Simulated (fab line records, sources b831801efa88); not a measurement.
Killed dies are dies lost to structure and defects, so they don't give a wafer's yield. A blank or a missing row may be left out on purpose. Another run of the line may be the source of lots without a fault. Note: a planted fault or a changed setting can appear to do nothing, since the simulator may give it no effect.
Which tool was responsible? || flow sky130 || 14 lots with 42 wafers sampled at 2 steps, on a route of 708 steps

## WHAT EACH GAUGE READ, for each wafer
Not one reading of a measure or inspect step in the record can be checked against a usual standard deviation.

## WHAT TOOL EACH LOT RAN ON (gives the tool, then ch and the chambers of the sampled wafers, and finally the start)
{"lot": "L208", "SKY_METAL5_SPUTTER_03": "pvd_sputter-01, day 42 22:39", "SKY_PAD_OPEN_PROBE_99": "-"}
{"lot": "L210", "SKY_METAL5_SPUTTER_03": "pvd_sputter-01, day 43 10:06", "SKY_PAD_OPEN_PROBE_99": "-"}
{"lot": "L209", "SKY_METAL5_SPUTTER_03": "pvd_sputter-01, day 43 18:25", "SKY_PAD_OPEN_PROBE_99": "-"}
{"lot": "L211", "SKY_METAL5_SPUTTER_03": "pvd_sputter-04, day 43 18:39", "SKY_PAD_OPEN_PROBE_99": "-"}
{"lot": "L213", "SKY_METAL5_SPUTTER_03": "pvd_sputter-04, day 44 13:14", "SKY_PAD_OPEN_PROBE_99": "-"}
{"lot": "L214", "SKY_METAL5_SPUTTER_03": "pvd_sputter-01, day 45 09:32", "SKY_PAD_OPEN_PROBE_99": "-"}
{"lot": "L217", "SKY_METAL5_SPUTTER_03": "pvd_sputter-04, day 45 18:53", "SKY_PAD_OPEN_PROBE_99": "-"}
{"lot": "L218", "SKY_METAL5_SPUTTER_03": "pvd_sputter-04, day 45 20:49", "SKY_PAD_OPEN_PROBE_99": "-"}
{"lot": "L219", "SKY_METAL5_SPUTTER_03": "pvd_sputter-04, day 46 02:09", "SKY_PAD_OPEN_PROBE_99": "-"}
{"lot": "L221", "SKY_METAL5_SPUTTER_03": "pvd_sputter-04, day 46 18:13", "SKY_PAD_OPEN_PROBE_99": "-"}
{"lot": "L223", "SKY_METAL5_SPUTTER_03": "pvd_sputter-04, day 47 03:40", "SKY_PAD_OPEN_PROBE_99": "prober-02, day 49 16:15"}
{"lot": "L228", "SKY_METAL5_SPUTTER_03": "pvd_sputter-04, day 48 08:47", "SKY_PAD_OPEN_PROBE_99": "prober-01, day 50 16:08"}
{"lot": "L229", "SKY_METAL5_SPUTTER_03": "pvd_sputter-02, day 48 10:52", "SKY_PAD_OPEN_PROBE_99": "-"}
{"lot": "L230", "SKY_METAL5_SPUTTER_03": "pvd_sputter-02, day 48 14:50", "SKY_PAD_OPEN_PROBE_99": "-"}
- SKY_METAL5_SPUTTER_03: material Ti, target thk 5 nm, time 3.3 s.
- SKY_PAD_OPEN_PROBE_99

## WHAT THE TOOLS THEMSELVES READ (means of the sampled wafers that have a number; where no wafer has one, the mark that the record gives instead)
SKY_METAL5_SPUTTER_03.
{"lot": "L208", "tool": "pvd_sputter-01", "throttle_valve_pct (%)": 30.4}
{"lot": "L210", "tool": "pvd_sputter-01", "throttle_valve_pct (%)": 31.1}
{"lot": "L209", "tool": "pvd_sputter-01", "throttle_valve_pct (%)": 31.6}
{"lot": "L211", "tool": "pvd_sputter-04", "throttle_valve_pct (%)": 30.2}
{"lot": "L213", "tool": "pvd_sputter-04", "throttle_valve_pct (%)": 30.3}
{"lot": "L214", "tool": "pvd_sputter-01", "throttle_valve_pct (%)": 31.3}
{"lot": "L217", "tool": "pvd_sputter-04", "throttle_valve_pct (%)": 29.8}
{"lot": "L218", "tool": "pvd_sputter-04", "throttle_valve_pct (%)": 30.1}
{"lot": "L219", "tool": "pvd_sputter-04", "throttle_valve_pct (%)": 29.6}
{"lot": "L221", "tool": "pvd_sputter-04", "throttle_valve_pct (%)": 30.2}
{"lot": "L223", "tool": "pvd_sputter-04", "throttle_valve_pct (%)": 30.0}
{"lot": "L228", "tool": "pvd_sputter-04", "throttle_valve_pct (%)": 30.0}
{"lot": "L229", "tool": "pvd_sputter-02", "throttle_valve_pct (%)": 29.5}
{"lot": "L230", "tool": "pvd_sputter-02", "throttle_valve_pct (%)": 29.7}

SKY_PAD_OPEN_PROBE_99.
{"lot": "L223", "tool": "prober-02", "defect_limited_yield (%)": 77.1, "killed_at_M0_to_M3": 48, "killed_at_M4_up": 24.3, "killed_at_contacts": 21, "killed_at_front_end": 18, "killed_at_other": 1.7, "killed_dies": 113, "killed_open": 49, "killed_short": 43, "sort_bin_3_pad_short (%)": 2.3, "sort_bin_5_function (%)": 15.1, "sort_bin_6_memory (%)": 5.6, "sort_n_pass": 379, "sort_yield_pct (%)": 77.1}
{"lot": "L228", "tool": "prober-01", "defect_limited_yield (%)": 78.1, "killed_at_M0_to_M3": 50, "killed_at_M4_up": 21.3, "killed_at_contacts": 27, "killed_at_front_end": 10, "killed_at_other": 0.0, "killed_dies": 108, "killed_open": 48, "killed_short": 40, "sort_bin_3_pad_short (%)": 2.6, "sort_bin_5_function (%)": 12.9, "sort_bin_6_memory (%)": 6.4, "sort_n_pass": 384, "sort_yield_pct (%)": 78.1}

## THE ANSWER, worked out from the rows above alone
Rule: the lots themselves supply what counts as usual. The widest of any qualifying gaps counts: lots, ordered by their means at a reading, are off when they make up no more than a third of the lots, leave a main group of 4 or more, and stand apart from it by 3 or more times the standard deviation of that group's means. Not used: any main group whose means are identical at the precision the tables above print for the reading. Also off: a lot with no number at a reading for which 4 or more lots have one. All remaining lots with rows at the step are treated as sound. The gauges are gone through in route order, then the tools' own readings, and for those a lot's mean is taken as printed above. The first step at which some lot is off is used, and at that step the reading that is off furthest; a lot without a number counts as furthest.
Nothing can be told from this: no lot is off at any reading shown.

## WHAT HAD BEEN PUT IN BY THE SIMULATOR
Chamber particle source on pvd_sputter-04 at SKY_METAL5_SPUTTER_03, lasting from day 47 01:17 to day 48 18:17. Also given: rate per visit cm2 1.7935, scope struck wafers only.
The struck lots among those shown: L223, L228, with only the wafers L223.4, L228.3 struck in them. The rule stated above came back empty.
